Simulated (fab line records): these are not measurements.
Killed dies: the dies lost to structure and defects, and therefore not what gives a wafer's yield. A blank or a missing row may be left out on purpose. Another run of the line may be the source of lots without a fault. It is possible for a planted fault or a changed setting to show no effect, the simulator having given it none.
8D (eight disciplines) problem report, filled in by code | flow sky130 | the parts of the form that need people (team, actions taken, sign-off) are left out

## 1. THE ISSUE
Mean of oes_product_au at SKY_FIELD_ISO_ETCH_15: 0.833 a.u. across 4 wafers in 3 lots; on wafers with no fault it is 0.946 a.u. (standard deviation 0.0088). That puts it -13 standard deviations away from the usual mean.
The step: etches the open film in CHF3/O2, stops on Si, target depth 180 nm, time 72 s.
The first sign was on wafer L498.3 at day 4 14:39, on rie_diel-02. The record has a number at this step for 36 wafers belonging to 13 lots. Rule for "out" (also "out of limits"): further than 4 standard deviations from the usual mean. The other wafers with a number count as sound.

## 2. WHAT IT IS; WHAT IT IS NOT
question                    | is                             | is not
which readings at this step | oes_product_au                 | drypump_motor_current_A
which lots                  | L498, L503, L504               | L488, L489, L490, L492, L493, L494, L506, L508, L509, L511
which wafers of those lots  | L498.3, L498.5, L503.3, L504.3 | L503.1, L504.1
read on which tools         | rie_diel-02                    | rie_diel-01, rie_diel-03
when                        | from day 4 14:39               | up to then (18 sound wafers); but 14 sound wafers of L503, L504, L506, L508, L509, L511 came after

## 3. SUSPECTS, AND WHAT RULES EACH OUT
Counting: any tool at a process step up to the reading remains a suspect provided it ran every lot that is out. Sound lots after the first of them don't rule it out here, since some wafers of a struck lot are sound.
- rie_diel-02 at SKY_FIELD_ISO_ETCH_15 (etches the open film in CHF3/O2, stops on Si, target depth 180 nm, time 72 s): kept. It ran every lot that is out, first L498 (day 4 14:39); its last sound lot up to then is L494 (day 3 12:30). Out on those wafers are its own readings of oes_product_au.
Remaining after the count: rie_diel-02 at SKY_FIELD_ISO_ETCH_15.

## 4. THE CAUSE (what the simulator had put in)
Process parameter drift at SKY_FIELD_ISO_ETCH_15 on rie_diel-02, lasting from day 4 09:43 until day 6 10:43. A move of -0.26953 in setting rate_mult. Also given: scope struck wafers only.
This tool alone remained once counting was done.

## 5. THE CHAIN OF EFFECTS, in route order
Rows list readings where the struck wafers' mean (over those with a number) sits beyond 3 standard deviations from the usual. Only readings for which the record gives a usual standard deviation are gone through. hours: the time from each lot's start at the first step in this table that gives one to its start at this step, as a median over the lots. sigmas: the change in usual standard deviations.
hours | step                   | reading                  | usual      | on struck wafers | change | sigmas
0     | SKY_FIELD_ISO_ETCH_15  | oes_product_au           | 0.946 a.u. | 0.833            | -0.113 | -13
0     | SKY_FIELD_ISO_STRIP_16 | oes_product_au           | 0.378 a.u. | 0.394            | +0.016 | +3.7
0     | SKY_FIELD_ISO_STRIP_16 | strip_time_to_endpoint_s | 3.553 s    | 3.980            | +0.427 | +16
1076  | SKY_PAD_OPEN_PROBE_99  | killed_at_front_end      | 16         | 419              | +403   | +90
1076  | SKY_PAD_OPEN_PROBE_99  | killed_dies              | 87         | 492              | +405   | +46
1076  | SKY_PAD_OPEN_PROBE_99  | killed_on_rim            | 16         | 96               | +80    | +22
Process steps it contains:
- SKY_FIELD_ISO_ETCH_15: etches the open film in CHF3/O2, stops on Si, target depth 180 nm, time 72 s.
- SKY_FIELD_ISO_STRIP_16: strips in O2/N2.
- SKY_PAD_OPEN_PROBE_99

## 6. HOW IT WOULD HAVE BEEN CAUGHT EARLIER
In this record the first reading out of limits was taken at day 4 14:39, 5 hours after the fault began at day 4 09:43.
